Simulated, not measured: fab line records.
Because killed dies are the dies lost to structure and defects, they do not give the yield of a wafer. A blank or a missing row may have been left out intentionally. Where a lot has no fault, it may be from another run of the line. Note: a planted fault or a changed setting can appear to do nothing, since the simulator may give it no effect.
Chamber matching	flow sky130	SKY_CAP2M_CVD_00 on pecvd-03 has 3 sister chambers
The step deposits SiO2, target thk 15.5 nm. 14 wafers are shown with their chamber, then 7 later ones without.

## WAFERS PAIRED WITH THEIR CHAMBERS
wafer	chamber	heater-power-w (W)	heater-power-outer-w (W)
L108.1	0	799	460
L108.2	2	731	426
L108.3	1	709	390
L112.2	0	742	425
L112.5	2	742	423
L112.6	1	657	367
L113.2	2	627	357
L113.4	1	768	439
L113.6	0	792	441
L122.1	0	703	375
L122.5	1	647	355
L122.6	2	576	326
L123.1	1	724	418
L123.5	2	749	430

SIGNATURES, as means of the wafers listed above
reading	chamber 0	chamber 1	chamber 2	scatter within a chamber
heater-power-w	759.00	701.00	685.00	60.9
heater-power-outer-w	425.25	393.80	392.40	40.4
Rule: a wafer lies at a distance from a chamber equal to the root of the sum of squares, over the readings, of (its reading less the chamber's mean, divided by the reading's scatter). If the next closest chamber is less than 2 further off than the closest, the wafer can't be placed; otherwise it belongs to the closest. The scatter: the root of (the sum of the squares of (reading less its chamber's mean) over the shown wafers, divided by (wafers less chambers)).

## WAFERS WHOSE CHAMBER IS MISSING
wafer	heater-power-w (W)	heater-power-outer-w (W)
L123.6	721	406
L128.3	754	427
L128.4	794	452
L128.5	767	437
L129.2	778	435
L129.3	620	352
L129.4	628	354

## THE CHAMBER EACH PASSED THROUGH
wafer	from the rows above	in truth
L123.6	can't be placed: 1 or 2 or 0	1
L128.3	can't be placed: 0 or 1 or 2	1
L128.4	can't be placed: 0 or 1 or 2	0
L128.5	can't be placed: 0 or 1 or 2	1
L129.2	can't be placed: 0 or 1 or 2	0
L129.3	can't be placed: 2 or 1 or 0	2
L129.4	can't be placed: 2 or 1 or 0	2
Correct placement for 0 of the 7. Cannot be placed on the basis of these rows: 7; the candidates contain the true chamber in 7. Number placed wrongly: 0.
